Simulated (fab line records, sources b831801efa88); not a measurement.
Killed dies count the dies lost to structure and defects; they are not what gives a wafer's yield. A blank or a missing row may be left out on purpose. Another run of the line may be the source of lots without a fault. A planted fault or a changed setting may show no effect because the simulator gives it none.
Which tool was responsible? ; flow sky130 ; 24 lots, 72 wafers sampled, at 2 steps of a route of 708

## WHAT THE GAUGES SHOWED, per wafer
SKY_CAPM_THK_MEAS_01. Usual: CAPM_CVD_00_THK gives 15.50 nm (standard deviation 0.23).
lot;measured;on;CAPM_CVD_00_THK (nm);flag
L074;day 35 18:34;film-metro-04;15.43 15.40 15.57;
L075;day 36 08:15;film-metro-03;15.26 15.77 15.64;
L076;day 36 19:59;film-metro-02;15.24 15.38 15.59;
L077;day 36 22:27;film-metro-03;15.12 15.25 15.51;
L078;day 37 16:16;film-metro-03;15.28 15.36 15.74;
L079;day 37 16:21;film-metro-04;15.21 15.43 15.23;
L080;day 38 03:24;film-metro-03;15.37 15.97 15.89;
L081;day 38 09:32;film-metro-03;15.62 15.77 15.72;
L082;day 38 17:35;film-metro-03;14.90 15.17 15.15;
L083;day 39 17:34;film-metro-02;15.17 15.56 15.50;
L084;day 39 18:56;film-metro-04;15.37 15.75 16.13;
L085;day 39 20:44;film-metro-02;15.33 15.60 15.48;
L086;day 40 12:06;film-metro-02;15.35 15.38 15.38;
L087;day 41 03:28;film-metro-03;15.37 15.64 15.19;
L088;day 41 12:16;film-metro-02;15.41 15.83 15.59;
L089;day 41 17:58;film-metro-02;15.45 15.78 15.65;
L090;day 41 19:07;film-metro-03;15.54 15.69 15.74;
L091;day 41 21:56;film-metro-03;15.08 15.67 15.48;
L092;day 41 22:51;film-metro-02;15.38 15.37 15.49;
L093;day 42 02:58;film-metro-03;15.47 15.74 15.65;
L094;day 42 07:08;film-metro-02;15.40 15.54 15.66;
L095;day 43 05:03;film-metro-04;15.57 15.78 15.73;
L096;day 43 05:31;film-metro-02;15.31 15.73 15.77;
L097;day 43 17:37;film-metro-03;15.22 15.27 15.30;

## WHICH TOOL RAN EACH LOT (tool, then ch and the chambers of the sampled wafers, then the start)
lot;SKY_METAL3_SPUTTER_03
L074;pvd-sputter-04, day 35 18:28
L075;pvd-sputter-01, day 36 08:08
L076;pvd-sputter-04, day 36 19:53
L077;pvd-sputter-04, day 36 22:21
L078;pvd-sputter-01, day 37 16:09
L079;pvd-sputter-04, day 37 16:14
L080;pvd-sputter-01, day 38 03:18
L081;pvd-sputter-01, day 38 09:26
L082;pvd-sputter-01, day 38 17:29
L083;pvd-sputter-02, day 39 17:28
L084;pvd-sputter-02, day 39 18:50
L085;pvd-sputter-01, day 39 20:38
L086;pvd-sputter-02, day 40 12:00
L087;pvd-sputter-04, day 41 03:23
L088;pvd-sputter-01, day 41 12:09
L089;pvd-sputter-02, day 41 17:51
L090;pvd-sputter-02, day 41 19:01
L091;pvd-sputter-04, day 41 21:50
L092;pvd-sputter-02, day 41 22:45
L093;pvd-sputter-01, day 42 02:52
L094;pvd-sputter-01, day 42 06:59
L095;pvd-sputter-01, day 43 04:57
L096;pvd-sputter-02, day 43 05:25
L097;pvd-sputter-02, day 43 17:31
- SKY_METAL3_SPUTTER_03: material Ti, target thk 5 nm, time 3.3 s.

## WHAT THE TOOLS THEMSELVES READ (means of the sampled wafers that have a number; where no wafer has one, the mark that the record gives instead)
SKY_METAL3_SPUTTER_03. Usual: throttle-valve-pct reads 30.2 % (standard deviation 0.91).
lot;tool;throttle-valve-pct (%);flag
L074;pvd-sputter-04;30.2;
L075;pvd-sputter-01;29.9;
L076;pvd-sputter-04;30.1;
L077;pvd-sputter-04;28.9;
L078;pvd-sputter-01;30.0;
L079;pvd-sputter-04;29.9;
L080;pvd-sputter-01;30.6;
L081;pvd-sputter-01;30.4;
L082;pvd-sputter-01;29.8;
L083;pvd-sputter-02;30.7;
L084;pvd-sputter-02;29.7;
L085;pvd-sputter-01;30.4;
L086;pvd-sputter-02;29.6;
L087;pvd-sputter-04;29.3;
L088;pvd-sputter-01;30.2;
L089;pvd-sputter-02;31.1;
L090;pvd-sputter-02;30.7;
L091;pvd-sputter-04;29.1;
L092;pvd-sputter-02;30.2;
L093;pvd-sputter-01;31.0;
L094;pvd-sputter-01;31.0;
L095;pvd-sputter-01;30.6;
L096;pvd-sputter-02;30.3;
L097;pvd-sputter-02;30.5;

## THE ANSWER, worked out from the rows above alone
Rule: lot off if the mean of its wafers having a number is beyond 3 standard deviations from the usual mean. A lot without any number at a reading at which 4 lots or more have one is off too. All remaining lots with rows at the step are treated as sound. First the gauges in route order, then the tools' own readings, where a lot's mean is used as printed above. The first step at which some lot is off is used, and at that step the reading that is off furthest; a lot without a number counts as furthest.
Across all readings shown, no lot is off: no conclusion can be drawn from this.

## WHAT WAS PUT IN BY THE SIMULATOR
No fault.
